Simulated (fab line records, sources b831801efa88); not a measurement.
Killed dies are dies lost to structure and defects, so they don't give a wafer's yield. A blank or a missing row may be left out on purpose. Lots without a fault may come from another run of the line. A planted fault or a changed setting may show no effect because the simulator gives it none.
Which tool did it? | flow gf180mcu | 13 lots, 39 wafers sampled, at 1 step of a route of 602

WHAT THE GAUGES READ, wafer by wafer
GF_VT_IMPLANT_TW_MEAS_10.
lot  | measured     | on            | VT_IMPLANT_TW
L839 | day 5 21:35  | film_metro-04 | 571 566 568
L843 | day 6 22:16  | film_metro-03 | 561 562 560
L844 | day 7 04:20  | film_metro-04 | 571 576 571
L846 | day 7 18:14  | film_metro-01 | 560 559 562
L847 | day 8 00:17  | film_metro-01 | 561 562 557
L848 | day 8 06:33  | film_metro-03 | 563 562 564
L854 | day 9 17:28  | film_metro-01 | 559 565 562
L855 | day 9 22:47  | film_metro-01 | 561 563 563
L857 | day 10 13:14 | film_metro-01 | 561 564 563
L858 | day 10 17:50 | film_metro-04 | 574 572 572
L859 | day 10 23:23 | film_metro-01 | 567 563 563
L860 | day 11 06:16 | film_metro-04 | 575 570 574
L861 | day 11 14:01 | film_metro-04 | 569 575 569

WHICH TOOL RAN EACH LOT (tool, then ch and the chambers of the sampled wafers, then the start)
The record holds no process step before these readings.

WHAT THE TOOLS THEMSELVES READ (means of the sampled wafers that have a number; where no wafer has one, the mark that the record gives instead)
The record holds no such reading with a usual standard deviation.

THE ANSWER, worked out from the rows above alone
Rule: what is usual is taken from the lots themselves. Put in order of their means at a reading, lots are off if they are a third of the lots or fewer, leave a main group of 4 or more, and stand apart from it by a gap of 3 or more times the standard deviation of the main group's means; of several such gaps the widest counts. A main group whose means are all the same, to the digits that the tables above print for the reading, isn't used. A lot without any number at a reading at which 4 lots or more have one is off too. The other lots that the step has rows for count as sound. The gauges are gone through in route order, then the tools' own readings, and for those a lot's mean is taken as printed above. The first step at which some lot is off is used, and at that step the reading that is off furthest; a lot without a number counts as furthest.
No lot is off at any reading shown: from this, nothing can be told.

WHAT THE SIMULATOR HAD PUT IN
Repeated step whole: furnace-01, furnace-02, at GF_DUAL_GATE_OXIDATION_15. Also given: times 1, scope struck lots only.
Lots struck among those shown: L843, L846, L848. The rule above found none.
